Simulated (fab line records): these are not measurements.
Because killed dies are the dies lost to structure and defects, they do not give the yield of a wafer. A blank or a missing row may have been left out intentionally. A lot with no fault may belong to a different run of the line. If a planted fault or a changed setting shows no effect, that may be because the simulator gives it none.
Problem report, 8D (eight disciplines) form, completed by code | flow sky130 | the parts of the form that need people (team, actions taken, sign-off) are left out

## 1. WHAT IS WRONG
Wafers without a fault read 150.2 nm, standard deviation 1.6; cd nm at SKY_FIELD_ISO_CD_MEAS_13 reads a mean of 79.7 nm on 3 wafers belonging to 2 lots. That is -44 standard deviations from the usual mean.
The step: target cd 150 nm.
The first sign was on wafer L534.2 at day 4 03:40, on cd sem-02. Wafers with a number at this step in the record: 33, from 11 lots. Rule for "out", or "out of limits": more than 4 standard deviations from the usual mean. Any other wafer with a number is counted as sound.

## 2. WHAT IT IS, WHAT IT ISN'T
question                    | is                     | is not
which readings at this step | cd nm                  | -
which lots                  | L534, L535             | L525, L526, L527, L528, L529, L530, L531, L539, L547
which wafers of those lots  | L534.2, L534.4, L535.2 | L534.1, L535.5, L535.6
read on which gauges        | cd sem-01, cd sem-02   | -
when                        | from day 4 03:40       | up to then (22 sound wafers); but 8 sound wafers of L535, L539, L547 came after

## 3. SUSPECTS, AND WHAT RULES EACH OUT
Counting: a tool at a process step up to the reading stays a suspect if it ran every lot that is out. Sound lots after the first of them don't rule it out here, since some wafers of a struck lot are sound.
- the gauge at SKY_FIELD_ISO_CD_MEAS_13: ruled out. The wafers that are out were read on 2 gauges (cd sem-01, cd sem-02).
- krf scanner-01 at SKY_FIELD_ISO_EXPOSE_10 (exposes mask FOM, target cd 150 nm): kept. It processed each lot that is out (first: L534, day 3 19:54); up to then, its last sound lot is L531 (day 3 06:43).
Left after counting: krf scanner-01 at SKY_FIELD_ISO_EXPOSE_10.

## 4. THE CAUSE (what the simulator had put in)
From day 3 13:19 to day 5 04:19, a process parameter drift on krf scanner-01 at SKY_FIELD_ISO_EXPOSE_10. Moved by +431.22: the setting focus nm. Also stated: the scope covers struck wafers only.
This tool alone remained once counting was done.

## 5. SEQUENCE OF EFFECTS, ordered by route
Each row: a reading where the mean over the struck wafers with a number is more than 3 standard deviations away from the usual. Scope: only readings with a usual standard deviation given in the record; hours: median across lots of the time from each lot's start at the first step in this table that gives one to its start at this step; sigmas: change in usual standard deviations.
hours | step                     | reading             | usual    | on struck wafers | change | sigmas
0     | SKY_FIELD_ISO_CD_MEAS_13 | cd nm               | 150.2 nm | 79.7             | -70.5  | -44
1054  | SKY_PAD_OPEN_PROBE_99    | killed at front end | 15       | 422              | +407   | +91
1054  | SKY_PAD_OPEN_PROBE_99    | killed dies         | 85       | 492              | +407   | +48
1054  | SKY_PAD_OPEN_PROBE_99    | killed on rim       | 17       | 96               | +79    | +23
Here are the process steps it includes:
- SKY_PAD_OPEN_PROBE_99

## 6. HOW IT WOULD HAVE BEEN CAUGHT EARLIER
14 hours passed between the start of the fault at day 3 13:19 and the first reading out of limits at a measuring or inspecting step in this record, taken at day 4 03:40.
Lots out: 2; all had begun SKY_FIELD_ISO_EXPOSE_10 on krf scanner-01 by day 4 03:40. Had the tool been put on hold then, not one of them would have been saved.
